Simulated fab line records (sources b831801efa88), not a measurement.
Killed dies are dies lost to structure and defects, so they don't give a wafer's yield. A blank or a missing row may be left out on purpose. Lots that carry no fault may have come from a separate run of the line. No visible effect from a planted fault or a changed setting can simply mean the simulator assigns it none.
What tool caused it? + flow sky130 + 13 lots, 39 wafers sampled, at 2 steps of a route of 708

== WHAT THE GAUGES READ, wafer by wafer ==
SKY_FIELD_ISO_THK_MEAS_23.
| lot  | measured    | on            | FIELD_ISO_OXIDATION_01_THK (nm) |
|------|-------------|---------------|---------------------------------|
| L414 | day 2 12:31 | film metro-02 | 9.55 9.62 9.40                  |
| L415 | day 2 18:20 | film metro-03 | 9.67 9.82 9.70                  |
| L419 | day 3 13:31 | film metro-04 | 9.92 10.00 9.87                 |
| L420 | day 3 20:59 | film metro-02 | 9.77 9.86 9.93                  |
| L422 | day 4 07:21 | film metro-03 | 9.93 9.87 9.91                  |
| L426 | day 5 04:15 | film metro-03 | 9.99 9.88 9.88                  |
| L427 | day 5 13:59 | film metro-02 | 9.89 9.69 9.76                  |
| L428 | day 5 13:59 | film metro-03 | 9.56 9.51 9.68                  |
| L429 | day 6 01:13 | film metro-02 | 9.98 9.88 10.12                 |
| L430 | day 6 01:13 | film metro-03 | 9.82 9.78 9.98                  |
| L431 | day 6 13:51 | film metro-03 | 9.91 9.92 9.83                  |
| L434 | day 6 23:25 | film metro-02 | 9.42 9.50 9.52                  |
| L435 | day 7 15:00 | film metro-03 | 9.99 10.13 9.96                 |

== EACH LOT AND THE TOOL THAT RAN IT (in order: tool; ch and the chambers of the sampled wafers; start) ==
| lot  | SKY_FIELD_ISO_ETCH_17           |
|------|---------------------------------|
| L414 | rie si-02 ch 1,2,3, day 2 10:14 |
| L415 | rie si-02 ch 0,1,2, day 2 15:49 |
| L419 | rie si-01 ch 1,2, day 3 11:03   |
| L420 | rie si-02 ch 2,3, day 3 18:05   |
| L422 | rie si-01 ch 0,2,3, day 4 03:48 |
| L426 | rie si-02 ch 0,1,2, day 5 01:11 |
| L427 | rie si-02 ch 0,1,2, day 5 07:48 |
| L428 | rie si-02 ch 0,2,3, day 5 12:19 |
| L429 | rie si-01 ch 1,2,3, day 5 16:39 |
| L430 | rie si-01 ch 0,1, day 5 20:01   |
| L431 | rie si-02 ch 1,3, day 6 06:12   |
| L434 | rie si-01 ch 0,1,3, day 6 17:07 |
| L435 | rie si-02 ch 2,3, day 7 07:48   |
- SKY_FIELD_ISO_ETCH_17: etches Si in HBr/Cl2/O2, target depth 342 nm, time 97.7 s.

== WHAT THE TOOLS THEMSELVES READ (means of the sampled wafers that have a number; where no wafer has one, the mark that the record gives instead) ==
SKY_FIELD_ISO_ETCH_17.
| lot  | tool      | drypump motor current A (A) | oes product au (a.u.) | throttle valve pct (%) |
|------|-----------|-----------------------------|-----------------------|------------------------|
| L414 | rie si-02 | 6.4                         | 1.008                 | 25.649                 |
| L415 | rie si-02 | 6.5                         | 0.993                 | 25.656                 |
| L419 | rie si-01 | 5.5                         | 0.998                 | 25.657                 |
| L420 | rie si-02 | 6.0                         | 1.009                 | 25.649                 |
| L422 | rie si-01 | 5.8                         | 0.993                 | 25.654                 |
| L426 | rie si-02 | 6.5                         | 0.995                 | 25.649                 |
| L427 | rie si-02 | 6.5                         | 0.995                 | 25.663                 |
| L428 | rie si-02 | 6.2                         | 1.002                 | 25.657                 |
| L429 | rie si-01 | 5.6                         | 0.993                 | 25.658                 |
| L430 | rie si-01 | 6.1                         | 1.005                 | 25.666                 |
| L431 | rie si-02 | 6.4                         | 1.003                 | 25.643                 |
| L434 | rie si-01 | 5.9                         | 0.986                 | 25.655                 |
| L435 | rie si-02 | 6.0                         | 1.006                 | 25.648                 |

== THE ANSWER, worked out from the rows above alone ==
Rule: the usual values come from the lots themselves. The widest of any qualifying gaps counts: lots, ordered by their means at a reading, are off when they make up no more than a third of the lots, leave a main group of 4 or more, and stand apart from it by 3 or more times the standard deviation of that group's means. A main group whose means are all the same, to the digits that the tables above print for the reading, isn't used. A lot without any number at a reading at which 4 lots or more have one is off too. All remaining lots with rows at the step are treated as sound. Order of review: gauges by route order, followed by the tools' own readings, for which a lot's mean as printed above is used. At the first step where some lot is off, the reading lying furthest off is the one used; lots without a number count as furthest.
None of the lots is off at any reading shown; this tells nothing.

== WHAT THE SIMULATOR HAD PUT IN ==
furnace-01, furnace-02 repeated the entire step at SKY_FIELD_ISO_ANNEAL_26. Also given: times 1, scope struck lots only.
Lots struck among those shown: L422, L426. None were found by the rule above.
